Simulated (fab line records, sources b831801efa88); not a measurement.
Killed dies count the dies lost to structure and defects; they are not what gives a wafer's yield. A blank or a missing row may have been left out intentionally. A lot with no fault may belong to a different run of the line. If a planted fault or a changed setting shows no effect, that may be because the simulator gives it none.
A struck lot beside a sound one :: flow sfq_line :: 15 out of 325 route steps
Sound: wafers L635.2, L635.3, L635.5. Struck: wafer L648.4. (L648.2 of the same lot was not struck and is left out.) The cause comes at the end.
Order at every step that has rows: each side's tool, ch and its chambers, its first start. Under that, the readings that differ: sound wafers :: struck wafers :: difference of the means :: sigmas: that difference in standard deviations of wafers without a fault.
alike: a reading whose means differ by less than 2 such deviations, as well as words and numbers matching on both sides. not compared: withheld readings; readings where some wafer has no value; bounds like >300 that might hide an equal value; numbers whose values overlap and for which the record gives no deviation.
A row with sigmas, a row that says differs or no value, or rows on one side alone: a step with any of these is where the two part. Numbers that don't overlap but have no deviation are shown without sigmas and don't part them. A reading that every wafer of one side lacks parts them only if that side has two wafers or more.

SFQ_TRILAYER_JJ_CE_BARC_OPEN_RIE_150: chemistry O2, target BARC, target depth 240 nm, time 80 s.
  sound on rie_metal-02 ch 0,1, day 60 07:56; struck on rie_metal-01 ch 0, day 70 05:58
  alike: drypump_motor_current_A, he_backside_leak_sccm, oes_product_au
  not compared: rf_hours_counter_h
SFQ_TRILAYER_JJ_CE_ETCH_RIE_118: chemistry SF6, target Nb, stops on Al2O3, time 97.7 s, target depth 170 nm.
  sound on rie_metal-02 ch 0,1, day 60 08:01; struck on rie_metal-01 ch 0, day 70 06:04
reading: he_backside_leak_sccm (sccm)
sound: 3.32 3.16 3.53
struck: 4.04
difference: +0.70
sigmas: +3
  alike: drypump_motor_current_A, oes_product_au
  not compared: rf_hours_counter_h
next, for these wafers, 1 step has no rows: SFQ_TRILAYER_JJ_ANODIZE_ANODIZE_119.
SFQ_TRILAYER_JJ_CE_STRIP_STRIP_120: strips in O2.
  sound on rie_metal-03 ch 0,1, day 60 08:37; struck on rie_metal-03 ch 0, day 70 06:40
  alike: drypump_motor_current_A, he_backside_leak_sccm, oes_product_au, platen_temp_c
  not compared: rf_hours_counter_h
then, 7 steps without rows for these wafers: SFQ_TRILAYER_JJ_CE_STRIP_SOLV_CLEAN_121 (cleans in NMP, time 600 s); SFQ_TRILAYER_M5_LITHO_COAT_128 (resist thk 62 nm); SFQ_TRILAYER_M5_LITHO_COAT_123 (resist thk 600 nm); SFQ_TRILAYER_M5_LITHO_SOFTBAKE_127; SFQ_TRILAYER_M5_LITHO_EXPOSE_124 (exposes mask M5, target cd 700 nm); SFQ_TRILAYER_M5_LITHO_PEB_126 (peb time 60 s); SFQ_TRILAYER_M5_LITHO_DEVELOP_125 (time 60 s).
-- the record jumps here: 4 days lie between the struck wafers' starts before and after --
SFQ_M5_OVL_MEAS_932:
  struck on overlay-01, day 74 13:23; sound on overlay-01, day 60 11:50
  alike: M5_OVL
SFQ_TRILAYER_M5_BARC_OPEN_METAL_ETCH_161: etches BARC in O2, target depth 125 nm, time 41.7 s.
  sound on rie_metal-01 ch 0,1, day 60 11:52; struck on rie_metal-01 ch 1, day 74 13:25
reading: model.KrF_of_TRILAYER_M5_LITHO_COAT_123.thk_nm (nm)
sound: 525.7 525 522.5
struck: 530.4
difference: +6.0
sigmas: 
  alike: drypump_motor_current_A, he_backside_leak_sccm, oes_product_au
  not compared: rf_hours_counter_h
SFQ_TRILAYER_M5_ETCH_METAL_ETCH_126: etches Nb in Cl2/BCl3, stops on SiO2, time 203.2 s, target depth 265 nm.
  sound on rie_metal-01 ch 0,1, day 60 11:55; struck on rie_metal-01 ch 1, day 74 13:28
reading: oes_product_au (a.u.)
sound: 0.743 0.732 0.732
struck: 0.714
difference: -0.022
sigmas: -3

reading: model.KrF_of_TRILAYER_M5_LITHO_COAT_123.thk_nm (nm)
sound: 373 372.7 365.5
struck: 374.5
difference: +4.1
sigmas: 
  alike: drypump_motor_current_A, he_backside_leak_sccm
  not compared: rf_hours_counter_h
SFQ_TRILAYER_M5_STRIP_STRIP_127: strips in O2.
  sound on rie_metal-01 ch 0,1, day 60 12:07; struck on rie_metal-01 ch 1, day 74 13:40
reading: oes_product_au (a.u.)
sound: 1.000 0.992 0.996
struck: 1.023
difference: +0.027
sigmas: +2
  alike: drypump_motor_current_A, he_backside_leak_sccm, platen_temp_c
  not compared: rf_hours_counter_h

## WHERE THEY PART
Last at SFQ_TRILAYER_M5_STRIP_STRIP_127 as far as this record goes, first at SFQ_TRILAYER_JJ_CE_ETCH_RIE_118.

WHY: whatever the simulator had introduced
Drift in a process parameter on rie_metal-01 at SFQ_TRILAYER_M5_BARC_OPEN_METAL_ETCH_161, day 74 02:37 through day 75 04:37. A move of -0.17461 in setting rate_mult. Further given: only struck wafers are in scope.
